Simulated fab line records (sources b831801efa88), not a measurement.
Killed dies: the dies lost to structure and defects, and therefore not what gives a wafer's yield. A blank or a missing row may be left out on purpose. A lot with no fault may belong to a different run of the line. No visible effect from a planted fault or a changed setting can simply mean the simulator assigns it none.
A struck lot beside a sound one + flow gf180mcu + 44 out of 602 route steps
Sound: the wafers L887.1, L887.3, L887.4. Struck: wafers L896.2, L896.4, L896.5. The cause comes at the end.
Each step with rows lists, per side, the tool, then ch with its chambers, then its first start. Under that, the readings that differ: sound wafers + struck wafers + difference of the means + sigmas: that difference in standard deviations of wafers without a fault.
alike: readings with means less than 2 such deviations apart, plus words and numbers identical on both sides. not compared: withheld readings, readings lacking a value on some wafer, bounds such as >300 that could conceal the same value, and numbers that have no deviation in the record and whose values overlap.
The two part at a step that has a row with sigmas, a row that says differs or no value, or rows on one side only. Numbers that don't overlap but have no deviation are shown without sigmas and don't part them. Lack of a reading on every wafer of one side parts them only where that side has two or more wafers.

first, 2 steps without rows for these wafers: GF_NWELL_IMPLANT_08; GF_NWELL_IMPLANT_09.
GF_NWELL_STRIP_10: strips in O2/N2.
  sound on plasma-asher-03 ch 0,1, day 3 08:16; struck on plasma-asher-03 ch 1, day 5 10:24
  alike: drypump-motor-current-A, heater-power-w, oes-product-au, platen-temp-c, strip-time-to-endpoint-s
  not compared: rf-hours-counter-h
GF_NWELL_TW_MEAS_11:
  struck on film-metro-02, day 5 10:31; sound on film-metro-01, day 3 08:22
  alike: NWELL_TW
then, 7 steps without rows for these wafers: GF_LVPWELL_DEHYDRATE_00 (time 60 s); GF_LVPWELL_HMDS_01 (prime time 60 s); GF_LVPWELL_COAT_02 (resist thk 3000 nm); GF_LVPWELL_SOFTBAKE_03; GF_LVPWELL_EXPOSE_04 (exposes mask LVPWELL, target cd 600 nm); GF_LVPWELL_PEB_05; GF_LVPWELL_DEVELOP_06 (develop time 60 s).
GF_LVPWELL_OVL_MEAS_07:
  struck on overlay-01, day 6 01:12; sound on overlay-01, day 3 21:41
  alike: LVPWELL_OVL
GF_LVPWELL_IMPLANT_08:
  sound on implanter-04 ch 0, day 3 21:43; struck on implanter-04 ch 0, day 6 01:34
  alike: dose-ions-cm2, tilt-deg
following that, these wafers have no rows for 1 step: GF_LVPWELL_IMPLANT_09.
GF_LVPWELL_STRIP_10: strips in O2/N2.
  sound on plasma-asher-01 ch 0,1, day 3 22:01; struck on plasma-asher-01 ch 0, day 6 01:51
  alike: drypump-motor-current-A, heater-power-w, oes-product-au, platen-temp-c, strip-time-to-endpoint-s
  not compared: rf-hours-counter-h
GF_LVPWELL_TW_MEAS_11:
  struck on film-metro-02, day 6 02:14; sound on film-metro-03, day 3 22:07
| reading    | sound             | struck            | difference | sigmas |
|------------|-------------------|-------------------|------------|--------|
| LVPWELL_TW | 562.4 558.5 562.2 | 679.5 680.1 679.3 | +118.6     | +44    |
then, 7 steps without rows for these wafers: GF_MVSD_DEHYDRATE_00 (time 60 s); GF_MVSD_HMDS_01 (prime time 60 s); GF_MVSD_COAT_02 (resist thk 3000 nm); GF_MVSD_SOFTBAKE_03; GF_MVSD_EXPOSE_04 (exposes mask MVSD, target cd 1000 nm); GF_MVSD_PEB_05; GF_MVSD_DEVELOP_06 (develop time 60 s).
GF_MVSD_OVL_MEAS_07:
  struck on overlay-02, day 6 16:12; sound on overlay-01, day 4 11:58
  alike: MVSD_OVL
then, 2 steps without rows for these wafers: GF_MVSD_IMPLANT_08; GF_MVSD_IMPLANT_09.
GF_MVSD_STRIP_10: strips in O2/N2.
  sound on plasma-asher-02 ch 0,1, day 4 12:18; struck on plasma-asher-03 ch 0,1, day 6 16:32
  alike: drypump-motor-current-A, heater-power-w, oes-product-au, platen-temp-c, strip-time-to-endpoint-s
  not compared: rf-hours-counter-h
GF_MVSD_TW_MEAS_11:
  struck on film-metro-02, day 6 16:38; sound on film-metro-03, day 4 12:24
| reading | sound          | struck         | difference | sigmas |
|---------|----------------|----------------|------------|--------|
| MVSD_TW | 1578 1571 1566 | 1592 1592 1598 | +22        | +3     |
then, 7 steps without rows for these wafers: GF_MVPSD_DEHYDRATE_00 (time 60 s); GF_MVPSD_HMDS_01 (prime time 60 s); GF_MVPSD_COAT_02 (resist thk 3000 nm); GF_MVPSD_SOFTBAKE_03; GF_MVPSD_EXPOSE_04 (exposes mask MVPSD, target cd 1000 nm); GF_MVPSD_PEB_05; GF_MVPSD_DEVELOP_06 (develop time 60 s).
GF_MVPSD_OVL_MEAS_07:
  struck on overlay-02, day 7 08:12; sound on overlay-01, day 5 02:45
  alike: MVPSD_OVL
then, 2 steps without rows for these wafers: GF_MVPSD_IMPLANT_08; GF_MVPSD_IMPLANT_09.
GF_MVPSD_STRIP_10: strips in O2/N2.
  sound on plasma-asher-01 ch 0,1, day 5 03:05; struck on plasma-asher-01 ch 0,1, day 7 08:32
  alike: drypump-motor-current-A, heater-power-w, oes-product-au, platen-temp-c, strip-time-to-endpoint-s
  not compared: rf-hours-counter-h
GF_MVPSD_TW_MEAS_11:
  struck on film-metro-02, day 7 08:38; sound on film-metro-03, day 5 03:11
| reading  | sound             | struck            | difference | sigmas |
|----------|-------------------|-------------------|------------|--------|
| MVPSD_TW | 547.1 551.3 554.3 | 554.6 556.7 557.4 | +5.3       | +2     |
then, 2 steps without rows for these wafers: GF_VT_IMPLANT_DEHYDRATE_00 (time 60 s); GF_VT_IMPLANT_HMDS_01 (prime time 60 s).
-- the record jumps here: 3 days lie between the struck wafers' starts before and after --
GF_VT_IMPLANT_RS_MEAS_48: measures by four-point-probe.
  struck on film-metro-02, day 10 05:02; sound on film-metro-02, day 7 14:38
| reading             | sound          | struck      | difference | sigmas      |
|---------------------|----------------|-------------|------------|-------------|
| LVPWELL_RS (ohm/sq) | 1202 1201 1202 | 845 844 844 | -357       | -99 or more |
GF_PASSIVATION_PROBE_99:
  the record holds rows for the sound wafers here (prober-01, day 29 06:57) but none for the struck ones

== WHERE THEY PART ==
Last at GF_PASSIVATION_PROBE_99 as far as this record goes, first at GF_LVPWELL_TW_MEAS_11.

WHY: the cause the simulator had injected
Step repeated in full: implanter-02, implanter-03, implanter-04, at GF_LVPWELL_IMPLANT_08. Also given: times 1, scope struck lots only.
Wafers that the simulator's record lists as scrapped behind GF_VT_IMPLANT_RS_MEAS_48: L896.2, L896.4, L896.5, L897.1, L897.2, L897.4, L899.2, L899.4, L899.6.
